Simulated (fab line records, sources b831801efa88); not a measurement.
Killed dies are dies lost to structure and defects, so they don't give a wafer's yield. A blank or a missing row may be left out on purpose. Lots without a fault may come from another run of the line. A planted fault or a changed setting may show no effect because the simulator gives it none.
Problem report in the 8D (eight disciplines) form, filled by code | flow sky130 | the parts of the form that need people (team, actions taken, sign-off) are left out

1. THE PROBLEM
NWELL_TW at SKY_NWELL_TW_MEAS_15 reads a mean of 1987 on 6 wafers of 2 lots; wafers without a fault read 1821 with a standard deviation of 8.4. That is +20 standard deviations from the usual mean.
First seen on wafer L858.1, day 8 06:51, on film_metro-02. The record holds 33 wafers of 11 lots with a number at this step. Rule for "out", or "out of limits": more than 4 standard deviations from the usual mean. The other wafers with a number count as sound.

2. WHAT IT IS AND WHAT IT IS NOT
question                    | is                           | is not
which readings at this step | NWELL_TW                     | -
which lots                  | L858, L860                   | L843, L844, L845, L846, L847, L849, L850, L863, L865
which wafers of those lots  | all that have a number       | -
read on which gauges        | film_metro-01, film_metro-02 | film_metro-03
when                        | from day 8 06:51             | up to then (21 sound wafers); but 6 sound wafers of L863, L865 came after

3. SUSPECTS, AND WHAT RULES EACH OUT
Counting: a tool at a process step up to the reading stays a suspect if it ran every lot that is out and no sound lot after the first of them.
- the gauge at SKY_NWELL_TW_MEAS_15: ruled out. The wafers that are out were read on 2 gauges (film_metro-01, film_metro-02).
- implanter-03 at SKY_NWELL_IMPLANT_11: kept. It ran every lot that is out, first L858 (day 8 06:18), and no sound lot after that; its last sound lot up to then is L850 (day 6 07:20). Its own readings are out on those wafers: dose_ions_cm2, faraday_current_uA.
Left after counting: implanter-03 at SKY_NWELL_IMPLANT_11.

4. THE CAUSE (what the simulator had put in)
Process parameter drift: implanter-03, from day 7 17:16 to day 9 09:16, at SKY_NWELL_IMPLANT_11. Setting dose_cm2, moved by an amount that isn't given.
Counting left only this tool.

5. THE CHAIN OF EFFECTS, in route order
Each row: a reading whose mean over the struck wafers that have a number lies more than 3 standard deviations from the usual. Only readings for which the record gives a usual standard deviation are gone through. hours: the time from each lot's start at the first step in this table that gives one to its start at this step, as a median over the lots. sigmas: the change in usual standard deviations.
hours | step                 | reading            | usual        | on struck wafers | change      | sigmas
0     | SKY_NWELL_IMPLANT_11 | dose_ions_cm2      | 1.8998e+13   | 2.5185e+13       | +6.1868e+12 | +99 or more
0     | SKY_NWELL_IMPLANT_11 | faraday_current_uA | 107.4        | 136.9            | +29.5       | +16
2     | SKY_NWELL_TW_MEAS_15 | NWELL_TW           | 1821         | 1987             | +166        | +20
24    | SKY_NWELL_RS_MEAS_29 | NWELL_RS           | 625.1 ohm/sq | 536.4            | -88.7       | -63
The process steps in it:
- SKY_NWELL_IMPLANT_11
Later measuring or inspecting steps at which every struck wafer that the step has a row for has a number for every such reading, and none has moved that far: SKY_NWELL_RS_MEAS_31.

6. WHAT WOULD HAVE CAUGHT IT SOONER
In this record the first reading out of limits at a measuring or inspecting step was taken at day 8 06:51, 14 hours after the fault began at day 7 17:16.
The tool's own readings at SKY_NWELL_IMPLANT_11 were out on every struck wafer that the step has a row for (dose_ions_cm2, faraday_current_uA): an alarm limit on them would have fired on the first of those.
Of the lots that are out (2), L860 began SKY_NWELL_IMPLANT_11 on implanter-03 after day 8 06:51. A hold on the tool at that time would have spared it.
